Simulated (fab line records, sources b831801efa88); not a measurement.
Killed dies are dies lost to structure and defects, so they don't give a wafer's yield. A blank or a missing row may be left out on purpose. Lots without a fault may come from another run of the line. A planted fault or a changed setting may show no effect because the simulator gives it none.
Which tool did it? | flow gf180mcu | 13 lots, 39 wafers sampled, at 6 steps of a route of 602

WHAT THE GAUGES READ, wafer by wafer
GF_STI_THK_MEAS_02.
lot  | measured    | on            | STI_OXIDATION_THK (nm)
L429 | day 1 11:58 | film_metro-02 | 10.16 10.22 9.92
L430 | day 1 16:31 | film_metro-02 | 9.86 9.96 10.03
L431 | day 1 21:31 | film_metro-02 | 10.13 10.22 9.91
L432 | day 2 02:46 | film_metro-01 | 10.10 10.03 10.02
L442 | day 4 06:07 | film_metro-02 | 9.95 10.09 9.98
L444 | day 4 22:23 | film_metro-03 | 10.35 10.11 10.21
L445 | day 4 22:24 | film_metro-01 | 9.98 9.94 10.05
L446 | day 5 02:43 | film_metro-03 | 10.04 10.13 9.98
L447 | day 5 05:38 | film_metro-02 | 10.10 10.10 10.08
L448 | day 5 10:32 | film_metro-01 | 9.93 10.00 9.85
L450 | day 5 21:43 | film_metro-03 | 9.96 9.79 9.77
L451 | day 6 02:13 | film_metro-03 | 9.84 9.70 9.88
L452 | day 6 06:50 | film_metro-02 | 10.18 10.38 9.97

GF_VT_IMPLANT_OVL_MEAS_18.
lot  | measured     | on         | VT_IMPLANT_01_OVL (nm)
L429 | day 6 04:38  | overlay-01 | 0.1 1.7 0.7
L430 | day 6 11:29  | overlay-01 | -0.9 -0.2 -0.2
L431 | day 6 16:32  | overlay-01 | 1.0 1.0 2.3
L432 | day 6 22:16  | overlay-01 | 2.3 1.9 -0.1
L442 | day 9 18:55  | overlay-01 | -1.8 -1.4 -1.3
L444 | day 10 12:17 | overlay-01 | 0.7 -1.5 1.1
L445 | day 10 12:00 | overlay-02 | 1.1 1.8 1.9
L446 | day 10 18:56 | overlay-01 | 1.1 2.4 0.7
L447 | day 10 22:28 | overlay-01 | -0.2 -1.5 -2.3
L448 | day 11 05:42 | overlay-01 | 2.4 0.4 1.7
L450 | day 12 03:32 | overlay-02 | 0.4 2.1 0.4
L451 | day 12 02:53 | overlay-02 | 0.6 -0.9 -0.5
L452 | day 12 15:25 | overlay-01 | -0.8 -1.3 -1.5

GF_VT_IMPLANT_OVL_MEAS_40.
lot  | measured     | on         | VT_IMPLANT_03_OVL (nm)
L429 | day 7 10:48  | overlay-01 | -0.7 -0.2 -0.6
L430 | day 7 18:03  | overlay-01 | -1.5 -0.4 -0.6
L431 | day 8 00:05  | overlay-01 | 0.0 0.0 0.7
L432 | day 8 05:44  | overlay-02 | - - -
L442 | day 11 07:14 | overlay-01 | -1.6 -0.6 -3.1
L444 | day 12 02:03 | overlay-02 | 1.2 0.9 2.1
L445 | day 12 01:28 | overlay-01 | 0.9 0.4 -0.2
L446 | day 12 08:57 | overlay-01 | 0.1 0.2 -1.7
L447 | day 12 11:55 | overlay-01 | 0.3 0.7 0.3
L448 | day 12 20:13 | overlay-02 | 0.2 0.2 1.3
L450 | day 13 19:24 | overlay-02 | 2.7 2.0 2.0
L451 | day 13 18:24 | overlay-01 | 1.1 1.0 1.8
L452 | day 14 08:16 | overlay-01 | 0.1 -1.1 -3.0

GF_VT_IMPLANT_TW_MEAS_43.
lot  | measured     | on            | VT_IMPLANT_4_TW
L429 | day 7 11:05  | film_metro-04 | 688 692 692
L430 | day 7 18:20  | film_metro-04 | 688 688 685
L431 | day 8 00:23  | film_metro-03 | 693 694 696
L432 | day 8 06:02  | film_metro-02 | 30 30 30
L442 | day 11 07:32 | film_metro-02 | 695 690 693
L444 | day 12 02:22 | film_metro-02 | 687 683 690
L445 | day 12 01:45 | film_metro-03 | 695 694 696
L446 | day 12 09:14 | film_metro-02 | 687 688 691
L447 | day 12 12:12 | film_metro-04 | 691 694 693
L448 | day 12 20:30 | film_metro-02 | 688 693 690
L450 | day 13 19:41 | film_metro-03 | 695 699 698
L451 | day 13 18:41 | film_metro-04 | 697 701 694
L452 | day 14 08:34 | film_metro-04 | 695 696 697

GF_HV_LDD_CD_MEAS_07: target cd 400 nm.
lot  | measured     | on        | cd_nm (nm)
L429 | day 10 00:34 | cd_sem-01 | 403.7 399.1 402.4
L430 | day 10 04:52 | cd_sem-01 | 401.1 400.8 399.1
L431 | day 10 12:38 | cd_sem-02 | 400.8 401.9 400.7
L442 | day 14 03:26 | cd_sem-02 | 399.5 400.3 404.3
L444 | day 15 03:16 | cd_sem-01 | 402.8 405.1 404.2
L445 | day 14 22:51 | cd_sem-01 | 398.0 398.9 401.4
L446 | day 15 06:41 | cd_sem-01 | 405.1 402.9 404.0
L447 | day 15 10:20 | cd_sem-01 | 406.1 404.3 406.1
L448 | day 15 20:23 | cd_sem-02 | 401.6 402.7 402.3
L450 | day 16 21:22 | cd_sem-01 | 397.5 397.6 399.0
L451 | day 16 19:06 | cd_sem-01 | 400.5 400.9 400.7
L452 | day 17 08:16 | cd_sem-01 | 399.4 397.3 402.2

WHICH TOOL RAN EACH LOT (tool, then ch and the chambers of the sampled wafers, then the start)
lot  | GF_VT_IMPLANT_EXPOSE_37
L429 | iline_stepper-01 ch 0, day 7 03:21
L430 | iline_stepper-02 ch 0, day 7 10:37
L431 | iline_stepper-01 ch 0, day 7 16:05
L432 | iline_stepper-02 ch 0, day 7 22:04
L442 | iline_stepper-02 ch 0, day 10 22:29
L444 | iline_stepper-01 ch 0, day 11 16:25
L445 | iline_stepper-02 ch 0, day 11 15:45
L446 | iline_stepper-02 ch 0, day 11 23:47
L447 | iline_stepper-01 ch 0, day 12 02:50
L448 | iline_stepper-02 ch 0, day 12 10:13
L450 | iline_stepper-01 ch 0, day 13 09:15
L451 | iline_stepper-02 ch 0, day 13 08:10
L452 | iline_stepper-02 ch 0, day 13 22:28
- GF_VT_IMPLANT_EXPOSE_37: exposes mask Nwell HV AREA, target cd 860 nm.

WHAT THE TOOLS THEMSELVES READ (means of the sampled wafers that have a number; where no wafer has one, the mark that the record gives instead)
The record holds no such reading with a usual standard deviation.

THE ANSWER, worked out from the rows above alone
Rule: what is usual is taken from the lots themselves. Put in order of their means at a reading, lots are off if they are a third of the lots or fewer, leave a main group of 4 or more, and stand apart from it by a gap of 3 or more times the standard deviation of the main group's means; of several such gaps the widest counts. A main group whose means are all the same, to the digits that the tables above print for the reading, isn't used. A lot without any number at a reading at which 4 lots or more have one is off too. The other lots that the step has rows for count as sound. The gauges are gone through in route order, then the tools' own readings, and for those a lot's mean is taken as printed above. The first step at which some lot is off is used, and at that step the reading that is off furthest; a lot without a number counts as furthest.
Off: L432, at GF_VT_IMPLANT_OVL_MEAS_40 (VT_IMPLANT_03_OVL). Without a number there: L432. The main group: mean 0.1 nm, standard deviation 1.1.
A tool fits if, at a process step before that reading, it ran every lot that is off, and no sound lot after the first of them. The gauges at GF_VT_IMPLANT_OVL_MEAS_40 aren't tried: what is off there is off at GF_VT_IMPLANT_TW_MEAS_43 too, on other tools, and a gauge's error can't cause that. None of those tried fits.

WHAT THE SIMULATOR HAD PUT IN
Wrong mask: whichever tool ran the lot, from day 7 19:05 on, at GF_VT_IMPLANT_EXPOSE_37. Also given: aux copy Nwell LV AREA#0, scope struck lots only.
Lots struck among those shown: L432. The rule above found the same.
